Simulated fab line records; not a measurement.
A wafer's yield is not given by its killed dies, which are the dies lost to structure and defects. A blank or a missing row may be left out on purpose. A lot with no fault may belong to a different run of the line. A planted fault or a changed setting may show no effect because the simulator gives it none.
Shared-tool check -- flow gf180mcu -- 14 lots and 42 wafers in the sample

REASON FOR OPENING
2 of 14 lots carry a flag on the reading HV_LDD_RS at GF_HV_LDD_RS_MEAS_53. Fault-free wafers read 418.3 ohm/sq, with a standard deviation of 0.9.
Rule: a lot is flagged in two cases, either no wafer of it has a number, or all its wafers with numbers fall more than 4 standard deviations from that mean. All remaining lots are regarded as sound.

lot,measured,on,"HV_LDD_RS (ohm/sq), wafer by wafer",flag
L234,day 12 11:38,film-metro-03,418.8 418.5 419.5,
L236,day 12 23:27,film-metro-02,418.4 418.2 419.1,
L238,day 14 02:19,film-metro-02,417.2 417.0 416.5,
L239,day 14 05:25,film-metro-01,420.2 418.9 418.3,
L241,day 14 22:47,film-metro-03,417.9 416.2 415.5,
L243,day 15 16:14,film-metro-02,418.3 418.4 418.1,
L244,day 15 18:48,film-metro-02,418.9 419.3 419.2,
L245,day 15 23:26,film-metro-02,418.0 418.4 418.4,
L251,day 18 03:11,film-metro-03,418.5 417.4 418.7,
L252,day 18 10:42,film-metro-03,402.2 402.2 403.4,FLAGGED
L253,day 18 19:50,film-metro-01,402.7 403.1 402.5,FLAGGED
L254,day 19 02:35,film-metro-03,417.7 419.2 418.7,
L255,day 19 14:20,film-metro-02,417.9 417.3 417.4,
L257,day 20 08:07,film-metro-03,417.9 419.6 418.7,
The mean of the flagged lots' numbers is 402.7 ohm/sq, -15.6 ohm/sq from the usual (-17 standard deviations).

WHICH TOOL RAN EACH LOT
The record holds 1 process step before the reading, out of a route of 602 steps. Read each cell as the tool, then ch plus the chambers that the sampled wafers visited, then the start.
lot,flag,GF_HV_LDD_IMPLANT_34
L234,,"implanter-01 ch 0, day 11 14:42"
L236,,"implanter-04 ch 0, day 12 03:32"
L238,,"implanter-01 ch 0, day 13 04:52"
L239,,"implanter-04 ch 0, day 13 07:56"
L241,,"implanter-03 ch 0, day 14 00:33"
L243,,"implanter-01 ch 0, day 14 17:20"
L244,,"implanter-01 ch 0, day 14 20:07"
L245,,"implanter-01 ch 0, day 15 00:55"
L251,,"implanter-04 ch 0, day 17 02:52"
L252,FLAGGED,"implanter-01 ch 0, day 17 10:22"
L253,FLAGGED,"implanter-01 ch 0, day 17 19:30"
L254,,"implanter-03 ch 0, day 18 02:43"
L255,,"implanter-03 ch 0, day 18 13:45"
L257,,"implanter-03 ch 0, day 19 07:07"
What the steps here do:
- GF_HV_LDD_IMPLANT_34
- GF_HV_LDD_RS_MEAS_53: measures by four-point-probe.

FLAGGED AGAINST TOTAL, ONE TOOL AT A TIME (gauges that did the reading follow at the end)
step,tool,lots run,flagged,share of the flagged lots,sound lots run after its first flagged lot
GF_HV_LDD_IMPLANT_34,implanter-01,7,2,all,0
GF_HV_LDD_IMPLANT_34,implanter-03,4,0,none,-
GF_HV_LDD_IMPLANT_34,implanter-04,3,0,none,-
GF_HV_LDD_RS_MEAS_53,film-metro-01,2,1,some,0
GF_HV_LDD_RS_MEAS_53,film-metro-02,6,0,none,-
GF_HV_LDD_RS_MEAS_53,film-metro-03,6,1,some,"2 (L254,L257)"

WHAT THE TABLE PERMITS
In the table, 1 row covers all flagged lots: implanter-01 at GF_HV_LDD_IMPLANT_34.
- implanter-01 at GF_HV_LDD_IMPLANT_34: 2 of its 7 lots flagged. Last sound lot L245 at day 15 00:55, first flagged lot L252 at day 17 10:22; a fault beginning in between fits. Its own readings (beam-energy-keV) fall more than 4 standard deviations out on all wafers of the flagged lots.
implanter-01 at GF_HV_LDD_IMPLANT_34 is the single tool remaining.

WHAT THE SIMULATOR PUT IN
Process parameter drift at GF_HV_LDD_IMPLANT_34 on implanter-01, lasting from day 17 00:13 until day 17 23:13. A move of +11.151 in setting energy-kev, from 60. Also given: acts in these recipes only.
Shown lots that were struck: L252, L253. The same result came from the rule above.
